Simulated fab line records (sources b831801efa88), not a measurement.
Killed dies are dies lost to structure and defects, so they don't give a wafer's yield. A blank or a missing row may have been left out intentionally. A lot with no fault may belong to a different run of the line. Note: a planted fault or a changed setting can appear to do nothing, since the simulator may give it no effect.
A struck lot beside a sound one -- flow sfq_line -- 28 steps out of a route of 325
Sound: the wafers L914.1, L914.3, L914.4. Struck: wafer L920.2 (left out: L920.4, L920.5 of the same lot, which were not struck); the cause appears at the end.
At each step with rows: each side's tool, then ch and its chambers, then its first start. Under that, the readings that differ: sound wafers -- struck wafers -- difference of the means -- sigmas: that difference in standard deviations of wafers without a fault.
alike: same words and numbers on both sides, and readings whose means sit less than 2 such deviations apart. not compared: any withheld reading, any reading some wafer has no value for, any bound like >300 that may hide the same value, and any number with overlapping values for which the record gives no deviation.
Wherever a step has rows on one side only, a row that says differs or no value, or a row with sigmas, the two part there. Numbers that have no deviation but don't overlap get no sigmas and don't part them. A reading missing from all wafers of one side parts the sides only when that side holds two or more wafers.

first, 6 steps without rows for these wafers: SFQ_TRILAYER_M0_LITHO_COAT_026 (resist thk 62 nm); SFQ_TRILAYER_M0_LITHO_COAT_021 (resist thk 600 nm); SFQ_TRILAYER_M0_LITHO_SOFTBAKE_025; SFQ_TRILAYER_M0_LITHO_EXPOSE_022 (exposes mask M0, target cd 500 nm); SFQ_TRILAYER_M0_LITHO_PEB_024 (peb time 60 s); SFQ_TRILAYER_M0_LITHO_DEVELOP_023 (time 60 s).
SFQ_M0_OVL_MEAS_906:
  sound on overlay-01 at day 16 03:14; struck on overlay-01 at day 18 08:39
  alike: M0_OVL
SFQ_TRILAYER_M0_BARC_OPEN_METAL_ETCH_031: etches BARC in O2, target depth 125 nm, time 41.7 s.
  sound on rie_metal-02 ch 0,1, day 16 03:17; struck on rie_metal-01 ch 1, day 18 08:42
  alike: drypump_motor_current_A, he_backside_leak_sccm, oes_product_au
  not compared: rf_hours_counter_h
SFQ_TRILAYER_M0_ETCH_METAL_ETCH_024: etches Nb in Cl2/Ar, stops on SiO2, target depth 240 nm, time 120 s.
  sound on rie_metal-02 ch 0,1, day 16 03:20; struck on rie_metal-01 ch 1, day 18 08:50
reading,sound,struck,difference,sigmas
oes_product_au (a.u.),0.883 0.886 0.885,0.904,+0.019,+3
  alike: drypump_motor_current_A, he_backside_leak_sccm
  not compared: rf_hours_counter_h
SFQ_TRILAYER_M0_STRIP_STRIP_025: strips in O2.
  sound on rie_metal-02 ch 0,1, day 16 03:28; struck on rie_metal-01 ch 1, day 18 09:15
reading,sound,struck,difference,sigmas
platen_temp_c (C),39.88 39.83 39.81,40.19,+0.35,+3
  alike: drypump_motor_current_A, he_backside_leak_sccm, oes_product_au
  not compared: rf_hours_counter_h
then, 1 step without rows for these wafers: SFQ_TRILAYER_M0_STRIP_SOLV_CLEAN_026 (cleans in NMP, time 600 s).
SFQ_TRILAYER_I0_DEP_PECVD_027: deposits SiO2 from SiH4/N2O, time 111.11 s, target thk 500 nm.
  sound on pecvd-01 ch 0,1, day 16 04:14; struck on pecvd-04 ch 0, day 18 10:25
  alike: chamber_pressure_Torr, heater_power_w, susceptor_temp_C, throttle_valve_pct
SFQ_TRILAYER_I0_CMP_CMP_028: polishes SiO2.
  sound on cmp-01 ch 0,1,2, day 16 08:47; struck on cmp-01 ch 1, day 18 11:00
reading,sound,struck,difference,sigmas
model.SiO2_of_TRILAYER_I0_DEP_PECVD_027.thk_nm (nm),198.9 199.5 199.4,213.6,+14.3,
  alike: motor_current_A, time_to_endpoint_s
SFQ_I0_BOW_MEAS_907:
  sound on film_metro-02 at day 16 11:47; struck on film_metro-04 at day 18 14:50
  not compared: I0_BOW
SFQ_TRILAYER_I0_METRO_MEASURE_029:
  sound on film_metro-02 at day 16 11:55; struck on film_metro-04 at day 18 18:53
reading,sound,struck,difference,sigmas
thk_nm (nm),198.7 199.6 199.3,213.7,+14.5,+16
then, 6 steps without rows for these wafers: SFQ_TRILAYER_I0_VIA_LITHO_COAT_036 (resist thk 62 nm); SFQ_TRILAYER_I0_VIA_LITHO_COAT_031 (resist thk 650 nm); SFQ_TRILAYER_I0_VIA_LITHO_SOFTBAKE_035; SFQ_TRILAYER_I0_VIA_LITHO_EXPOSE_032 (exposes mask I0, target cd 500 nm); SFQ_TRILAYER_I0_VIA_LITHO_PEB_034 (peb time 60 s); SFQ_TRILAYER_I0_VIA_LITHO_DEVELOP_033 (time 60 s).
-- the record jumps here: 7 days lie between the struck wafers' starts before and after --
SFQ_I0_OVL_MEAS_908:
  sound on overlay-01 at day 23 03:52; struck on overlay-02 at day 25 12:31
  alike: I0_OVL
SFQ_TRILAYER_I0_VIA_BARC_OPEN_VIA_ETCH_046: etches BARC in O2, target depth 125 nm, time 41.7 s.
  sound on rie_diel-02 ch 0,1,3, day 23 03:55; struck on rie_diel-01 ch 2, day 25 12:32
  alike: drypump_motor_current_A, oes_product_au
  not compared: rf_hours_counter_h
SFQ_TRILAYER_I0_VIA_ETCH_VIA_ETCH_034: etches SiO2 in CHF3, stops on Nb, target depth 260 nm.
  sound on rie_diel-02 ch 0,1,3, day 23 03:57; struck on rie_diel-01 ch 2, day 25 12:35
reading,sound,struck,difference,sigmas
oes_product_au (a.u.),0.853 0.858 0.856,0.890,+0.034,+7
model.etch.depth_nm (nm),198.9 199.5 199.4,213.6,+14.3,
model.I0.feature_depth_nm (nm),198.9 199.5 199.4,213.6,+14.3,
  alike: drypump_motor_current_A
then, 2 steps without rows for these wafers: SFQ_TRILAYER_I0_VIA_STRIP_STRIP_035 (strips in O2); SFQ_TRILAYER_I0_VIA_STRIP_SOLV_CLEAN_036 (cleans in NMP, time 600 s).
SFQ_TRILAYER_M1_DEP_PRE_CLEAN_038: time 22.5 s.
  sound on pvd_sputter-05 at day 23 04:50; struck on pvd_sputter-05 at day 25 13:28
reading,sound,struck,difference,sigmas
model.SiO2_of_TRILAYER_I0_DEP_PECVD_027.thk_nm (nm),191.4 192 191.9,206.1,+14.3,
then, 1 step without rows for these wafers: SFQ_TRILAYER_M1_DEP_SPUTTER_037 (material Nb, target thk 200 nm, time 133.3 s).

## WHERE THEY PART
First at SFQ_TRILAYER_M0_ETCH_METAL_ETCH_024; last, within this record, at SFQ_TRILAYER_I0_VIA_ETCH_VIA_ETCH_034.

WHY: the cause the simulator had injected
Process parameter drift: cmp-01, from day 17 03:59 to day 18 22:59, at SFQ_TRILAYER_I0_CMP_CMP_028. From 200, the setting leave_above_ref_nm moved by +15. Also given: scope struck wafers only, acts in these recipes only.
